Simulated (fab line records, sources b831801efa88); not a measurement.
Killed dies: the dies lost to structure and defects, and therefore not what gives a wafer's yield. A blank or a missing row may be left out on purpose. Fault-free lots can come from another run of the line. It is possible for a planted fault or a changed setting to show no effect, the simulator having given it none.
2 desks, one fault || flow gf180mcu || numbers are kept per desk, each desk with only its own; the story behind them comes last

AT THE TOOL OWNER'S DESK: rtp-anneal-01
At GF_SALICIDE_RTA_06 (time 30 s), the tool's own readings, given per lot that ran on this tool as the mean of the sampled wafers with a number. A lot is out of limits, marked OUT, if its mean lies more than 4 standard deviations from the usual mean; the brackets give that distance.
Columns: A = lamp-power-pct at GF_SALICIDE_RTA_06, usual 5.65 %; B = wafer_temp_C_max at GF_SALICIDE_RTA_06, usual 532.5
{"lot": "L779", "first seen here": "day 15 22:05", "A": 5.44, "B": 532.4}
{"lot": "L782", "first seen here": "day 16 20:09", "A": "3.08 (-12) OUT", "B": "404.4 (-99 or more) OUT"}
{"lot": "L783", "first seen here": "day 17 08:44", "A": "3.09 (-12) OUT", "B": "404.5 (-99 or more) OUT"}
{"lot": "L794", "first seen here": "day 21 06:44", "A": 5.43, "B": 532.4}
This desk finds L782, L783 out of limits, L782 being first, at day 16 20:09 (lamp-power-pct at GF_SALICIDE_RTA_06). L779, L794 stayed within limits.

METROLOGY DESK
What the gauges read, lot by lot, whatever tool the lot ran on: means of the sampled wafers that have a number. A lot is out of limits, marked OUT, if its mean lies more than 4 standard deviations from the usual mean; the brackets give that distance.
Columns: A = cd-nm at GF_SAB_CD_MEAS_09, usual 419.4 nm; B = SAB_OVL at GF_SAB_OVL_MEAS_10, usual -1.4 nm; C = SALICIDE_TIN_RS at GF_SALICIDE_RS_MEAS_04, usual 16.3 ohm/sq; D = SALICIDE_TIN_THK at GF_SALICIDE_THK_MEAS_05, usual 19.9 nm
{"lot": "L777", "first seen here": "day 15 00:55", "A": 416.9, "B": -0.2, "C": 15.8, "D": 19.8}
{"lot": "L779", "first seen here": "day 15 21:21", "A": 418.2, "B": -2.0, "C": 16.3, "D": 19.9}
{"lot": "L782", "first seen here": "day 16 19:16", "A": 422.3, "B": -1.5, "C": 16.0, "D": 19.5}
{"lot": "L783", "first seen here": "day 17 07:50", "A": 420.0, "B": -0.6, "C": 16.1, "D": 19.1}
{"lot": "L790", "first seen here": "day 20 01:08", "A": 418.8, "B": -1.3, "C": 16.6, "D": 19.8}
{"lot": "L794", "first seen here": "day 21 05:59", "A": 421.2, "B": -0.8, "C": 16.2, "D": 19.7}
Result from this desk: across the 6 lots, nothing is out of limits.

BROUGHT TOGETHER
On L782, L783, at day 16 20:09, an alarm was possible from the tool owner's desk.
Metrology desk: nothing out of limits seen.
The metrology desk has L782, L783 on record, within its limits.
Of the lots named, all ran GF_SALICIDE_RTA_06 on rtp-anneal-01.

WHAT HAD BEEN PUT IN BY THE SIMULATOR
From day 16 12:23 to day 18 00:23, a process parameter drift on rtp-anneal-01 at GF_SALICIDE_RTA_06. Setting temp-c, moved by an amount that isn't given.
Lots struck among those shown: L782, L783.
Each desk's first reading out of limits, in hours after the fault started: the tool owner's desk, 8.
